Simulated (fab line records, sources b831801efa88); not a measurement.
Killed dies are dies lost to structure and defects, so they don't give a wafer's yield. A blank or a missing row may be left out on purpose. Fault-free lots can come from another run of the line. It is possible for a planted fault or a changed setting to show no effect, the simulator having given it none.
A struck lot beside a sound one -- flow sky130 -- 42 out of 708 route steps
Sound: the wafers L776.1, L776.4, L776.5. Wafers struck: L781.3, L781.4, L781.5. The cause is named last.
Order at every step that has rows: each side's tool, ch and its chambers, its first start. Under that, the readings that differ: sound wafers -- struck wafers -- difference of the means -- sigmas: that difference in standard deviations of wafers without a fault.
alike: readings whose means differ by less than 2 such deviations, and words and numbers that are the same on both sides. not compared: withheld readings, readings that some wafer has no value for, bounds like >300 that may hide the same value, and numbers for which the record gives no deviation and whose values overlap.
A row with sigmas, a row that says differs or no value, or rows on one side alone: a step with any of these is where the two part. Non-overlapping numbers with no deviation appear without sigmas and do not part them. A reading that every wafer of one side lacks parts them only if that side has two wafers or more.

SKY_NWELL_OVL_MEAS_10:
  struck on overlay-01, day 7 11:53; sound on overlay-01, day 6 07:55
  alike: NWELL_00_OVL
then, 3 steps without rows for these wafers: SKY_NWELL_IMPLANT_11; SKY_NWELL_IMPLANT_12; SKY_NWELL_IMPLANT_13.
SKY_NWELL_STRIP_14: strips in O2/N2.
  sound on plasma-asher-02 ch 0,1, day 6 08:23; struck on plasma-asher-01 ch 0,1, day 7 12:23
  alike: drypump-motor-current-A, oes-product-au, strip-time-to-endpoint-s
  not compared: rf-hours-counter-h
SKY_NWELL_TW_MEAS_15:
  struck on film-metro-03, day 7 12:28; sound on film-metro-01, day 6 08:29
  alike: NWELL_TW
then, 6 steps without rows for these wafers: SKY_NWELL_DEHYDRATE_16 (time 60 s); SKY_NWELL_HMDS_17 (prime time 60 s); SKY_NWELL_COAT_18 (resist thk 3000 nm); SKY_NWELL_SOFTBAKE_19; SKY_NWELL_EXPOSE_20 (exposes mask NWM COMPLEMENT, target cd 840 nm); SKY_NWELL_PEB_21.
SKY_NWELL_DEVELOP_22: develop time 60 s.
  sound on litho-track-03 ch 0, day 7 03:00; struck on litho-track-04 ch 0, day 8 06:00
SKY_NWELL_OVL_MEAS_23:
  struck on overlay-01, day 8 07:02; sound on overlay-01, day 7 03:29
  alike: NWELL_01_OVL
following that, these wafers have no rows for 1 step: SKY_NWELL_IMPLANT_24.
SKY_NWELL_STRIP_25: strips in O2/N2.
  sound on plasma-asher-02 ch 0,1, day 7 03:40; struck on plasma-asher-01 ch 0,1, day 8 07:14
  alike: drypump-motor-current-A, oes-product-au, strip-time-to-endpoint-s
  not compared: rf-hours-counter-h
SKY_NWELL_TW_MEAS_26:
  struck on film-metro-03, day 8 07:19; sound on film-metro-01, day 7 03:46
reading,sound,struck,difference,sigmas
NWELL_2_TW,508 507 508,491 496 495,-14,-2
then, 1 step without rows for these wafers: SKY_NWELL_CLEAN_27 (cleans in SC1/SC2, time 150 s).
SKY_NWELL_RTA_28: time 30 s.
  sound on rtp-anneal-01 ch 0, day 7 03:53; struck on rtp-anneal-01 ch 0, day 8 07:27
  alike: lamp-power-pct, wafer_temp_C_max
SKY_NWELL_RS_MEAS_29: measures by four-point-probe.
  struck on film-metro-01, day 8 07:33; sound on film-metro-03, day 7 03:59
  alike: NWELL_RS
SKY_NWELL_RS_MEAS_31: measures by four-point-probe.
  struck on film-metro-01, day 8 07:47; sound on film-metro-03, day 7 04:13
  alike: PWDE_RS
then, 7 steps without rows for these wafers: SKY_VT_ADJUST_HVTP_DEHYDRATE_00 (time 60 s); SKY_VT_ADJUST_HVTP_HMDS_01 (prime time 60 s); SKY_VT_ADJUST_HVTP_COAT_02 (resist thk 1140 nm); SKY_VT_ADJUST_HVTP_SOFTBAKE_03 (time 60 s); SKY_VT_ADJUST_HVTP_EXPOSE_04 (exposes mask HVTPM, target cd 380 nm); SKY_VT_ADJUST_HVTP_PEB_05; SKY_VT_ADJUST_HVTP_DEVELOP_06 (develop time 60 s).
SKY_VT_ADJUST_HVTP_CD_MEAS_07 targets a cd of 380 nm.
  struck on cd-sem-01, day 9 03:45; sound on cd-sem-01, day 7 23:10
  alike: cd-nm
SKY_VT_ADJUST_HVTP_OVL_MEAS_08:
  struck on overlay-02, day 9 03:51; sound on overlay-02, day 7 23:17
  alike: VT_ADJUST_HVTP_OVL
following that, these wafers have no rows for 1 step: SKY_VT_ADJUST_HVTP_IMPLANT_09.
SKY_VT_ADJUST_HVTP_STRIP_10: strips in O2/N2.
  sound on plasma-asher-01 ch 0,1, day 7 23:28; struck on plasma-asher-02 ch 0,1, day 9 04:03
  alike: drypump-motor-current-A, oes-product-au, strip-time-to-endpoint-s
  not compared: rf-hours-counter-h
SKY_VT_ADJUST_HVTP_TW_MEAS_11:
  struck on film-metro-01, day 9 04:08; sound on film-metro-01, day 7 23:34
  alike: VT_ADJUST_HVTP_TW
then, 7 steps without rows for these wafers: SKY_VT_ADJUST_LVTN_DEHYDRATE_00 (time 60 s); SKY_VT_ADJUST_LVTN_HMDS_01 (prime time 60 s); SKY_VT_ADJUST_LVTN_COAT_02 (resist thk 3000 nm); SKY_VT_ADJUST_LVTN_SOFTBAKE_03; SKY_VT_ADJUST_LVTN_EXPOSE_04 (exposes mask NWM COMPLEMENT LESS NATIVE, target cd 840 nm); SKY_VT_ADJUST_LVTN_PEB_05; SKY_VT_ADJUST_LVTN_DEVELOP_06 (develop time 60 s).
SKY_VT_ADJUST_LVTN_OVL_MEAS_07:
  struck on overlay-02, day 10 02:16; sound on overlay-02, day 8 20:01
  alike: VT_ADJUST_LVTN_OVL
-- a jump in the record: the struck wafers' starts before and after are 39 days apart (it breaks off in module VT_ADJUST_LVTN and resumes in module PAD_OPEN, where the first step shown is number 708 of the route) --
SKY_PAD_OPEN_PROBE_99:
  struck on prober-01, day 48 17:17; sound on prober-02, day 47 18:26
  alike: killed_at_M0_to_M3, killed_at_M4_up, killed-at-contacts, killed-at-front-end, killed-at-other, killed-dies, killed-open, killed-short
  not compared: model.etest.res-iso-pwell.width-nm

## WHERE THEY PART
Within this record, at SKY_NWELL_TW_MEAS_26 only. Later steps at which nothing parts them and some readings are alike: SKY_NWELL_RTA_28, SKY_NWELL_RS_MEAS_29, SKY_NWELL_RS_MEAS_31, SKY_VT_ADJUST_HVTP_CD_MEAS_07, SKY_VT_ADJUST_HVTP_OVL_MEAS_08, SKY_VT_ADJUST_HVTP_STRIP_10, SKY_VT_ADJUST_HVTP_TW_MEAS_11, SKY_VT_ADJUST_LVTN_OVL_MEAS_07, SKY_PAD_OPEN_PROBE_99.

WHY: whatever the simulator had introduced
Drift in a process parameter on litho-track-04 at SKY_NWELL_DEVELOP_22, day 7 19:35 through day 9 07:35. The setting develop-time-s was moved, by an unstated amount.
